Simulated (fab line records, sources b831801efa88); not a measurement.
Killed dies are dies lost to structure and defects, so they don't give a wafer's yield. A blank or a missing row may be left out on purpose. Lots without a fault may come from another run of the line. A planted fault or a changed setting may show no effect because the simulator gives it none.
Chamber matching | flow gf180mcu | GF_V3_CMP_26 on cmp-02: 4 sister chambers
The step polishes, stops on SiO2, t overpolish 15 s, target thk 0 nm. 8 wafers are shown with their chamber, then 8 later ones without.

WAFERS WITH THEIR CHAMBER
wafer  | chamber | motor_current_A (A) | time_to_endpoint_s (s)
L898.1 | 0       | 10.8                | 81
L903.1 | 0       | 11.2                | 78
L903.4 | 2       | 13.1                | 79
L909.1 | 3       | 11.1                | 84
L909.4 | 2       | 12.2                | 86
L910.1 | 3       | 11.8                | 88
L910.5 | 1       | 12.4                | 88
L911.1 | 1       | 13.5                | 83

WAFERS WITHOUT THEIR CHAMBER
wafer  | motor_current_A (A) | time_to_endpoint_s (s)
L911.3 | 11.5                | 84
L911.5 | 11.4                | 85
L913.1 | 10.9                | 86
L913.2 | 12.5                | 87
L913.4 | 13.2                | 85
L915.2 | 13.1                | 82
L915.3 | 11.2                | 84
L915.4 | 11.3                | 86

WHICH CHAMBER EACH WENT THROUGH
wafer  | from the rows above               | in truth
L911.3 | can't be placed: 3 or 0 or 2 or 1 | 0
L911.5 | can't be placed: 3 or 0 or 2      | 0
L913.1 | can't be placed: 3 or 0           | 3
L913.2 | can't be placed: 1 or 2 or 3      | 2
L913.4 | can't be placed: 1 or 2           | 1
L915.2 | can't be placed: 2 or 1           | 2
L915.3 | can't be placed: 3 or 0 or 2      | 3
L915.4 | can't be placed: 3 or 0           | 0
Placed correctly: 0 of 8. Can't be placed from these rows: 8 (the true chamber is among the candidates in 8). Placed wrongly: 0.
How it was worked out, from the rows above alone: a wafer's distance from a chamber is the root of the sum, over the readings, of the square of ((its reading less the chamber's mean) divided by the reading's scatter). The wafer belongs to the nearest chamber; if the next one is less than 2 further off, it can't be placed. A chamber's mean is the mean of its shown wafers. The scatter: the root of (the sum of the squares of (reading less its chamber's mean) over the shown wafers, divided by (wafers less chambers)).
